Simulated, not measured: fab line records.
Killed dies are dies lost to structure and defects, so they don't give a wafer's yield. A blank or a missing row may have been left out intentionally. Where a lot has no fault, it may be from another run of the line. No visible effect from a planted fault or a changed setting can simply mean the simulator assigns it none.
Code-filled problem report in 8D (eight disciplines) form -- flow gf180mcu -- the parts of the form that need people (team, actions taken, sign-off) are left out

== 1. THE PROBLEM ==
oes-product-au at GF_M3_METAL_ETCH_16 reads a mean of 0.787 a.u. on 3 wafers of 2 lots; wafers without a fault read 0.989 a.u. with a standard deviation of 0.0078. That is -26 standard deviations from the usual mean.
The step: etches the open film in Cl2/BCl3, stops on SiO2, target depth 750.8 nm, time 125.1 s.
First seen on wafer L250.6, day 22 19:58, on rie-metal-01. The record holds 38 wafers of 14 lots with a number at this step. By rule, "out" or "out of limits" means more than 4 standard deviations away from the usual mean. The rest of the wafers with a number are treated as sound.

== 2. WHAT THIS IS AND IS NOT ==
question,is,is not
which readings at this step,"oes-product-au, throttle-valve-pct","chamber-pressure-mTorr, drypump-motor-current-A, he-backside-leak-sccm, rf-fwd-power-W"
which lots,"L250, L253","L247, L252, L255, L258, L259, L260, L261, L263, L266, L267, L268, L269"
which wafers of those lots,"L250.6, L253.1, L253.4",L253.2
read on which tools,rie-metal-01,"rie-metal-02, rie-metal-04"
when,from day 22 19:58,"up to then (3 sound wafers); but 32 sound wafers of L252, L253, L255, L258, L259, L260, L261, L263, L266, L267, L268, L269 came after"

== 3. THE SUSPECTS, EACH WITH WHAT RULES IT OUT ==
Counting: if a tool at a process step up to the reading ran every lot that is out, it stays a suspect. Sound lots after the first of them don't rule it out here, since some wafers of a struck lot are sound.
- rie-metal-01 at GF_M3_METAL_ETCH_16 (etches the open film in Cl2/BCl3, stops on SiO2, target depth 750.8 nm, time 125.1 s): kept. It ran every lot that is out, first L250 (day 22 19:58). On those wafers its own readings are out: oes-product-au, throttle-valve-pct.
- Within rie-metal-01 at GF_M3_METAL_ETCH_16: the wafers that are out ran in chamber 1; their sound lot-mates ran in chamber 0.
Remaining after the count: rie-metal-01 at GF_M3_METAL_ETCH_16.

== 4. THE CAUSE (what the simulator had put in) ==
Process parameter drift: rie-metal-01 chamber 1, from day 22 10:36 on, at GF_M3_METAL_ETCH_16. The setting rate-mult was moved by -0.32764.
Only this tool survived the counting.

== 5. THE CHAIN OF EFFECTS, in route order ==
One row per reading whose mean, taken over the struck wafers that have a number, lies over 3 standard deviations from the usual. Readings are gone through only where the record gives a usual standard deviation; hours: the median, over the lots, of the time from a lot's start at the first step in this table giving one to that lot's start at this step; sigmas: the change measured in usual standard deviations.
hours,step,reading,usual,on struck wafers,change,sigmas
0,GF_M3_METAL_ETCH_16,oes-product-au,0.989 a.u.,0.787,-0.202,-26
0,GF_M3_METAL_ETCH_16,throttle-valve-pct,28.230 %,28.455,+0.225,+19
0,GF_M3_STRIP_17,oes-product-au,0.538 a.u.,0.582,+0.044,+8.1
0,GF_M3_STRIP_17,strip-time-to-endpoint-s,7.40 s,8.38,+0.98,+15
It contains these process steps:
- GF_M3_METAL_ETCH_16: etches the open film in Cl2/BCl3, stops on SiO2, target depth 750.8 nm, time 125.1 s.
- GF_M3_STRIP_17: strips in O2/N2.

== 6. HOW IT WOULD HAVE BEEN CAUGHT EARLIER ==
In this record no reading fell out of limits until day 22 19:58, 9 hours after the fault had begun at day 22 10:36.
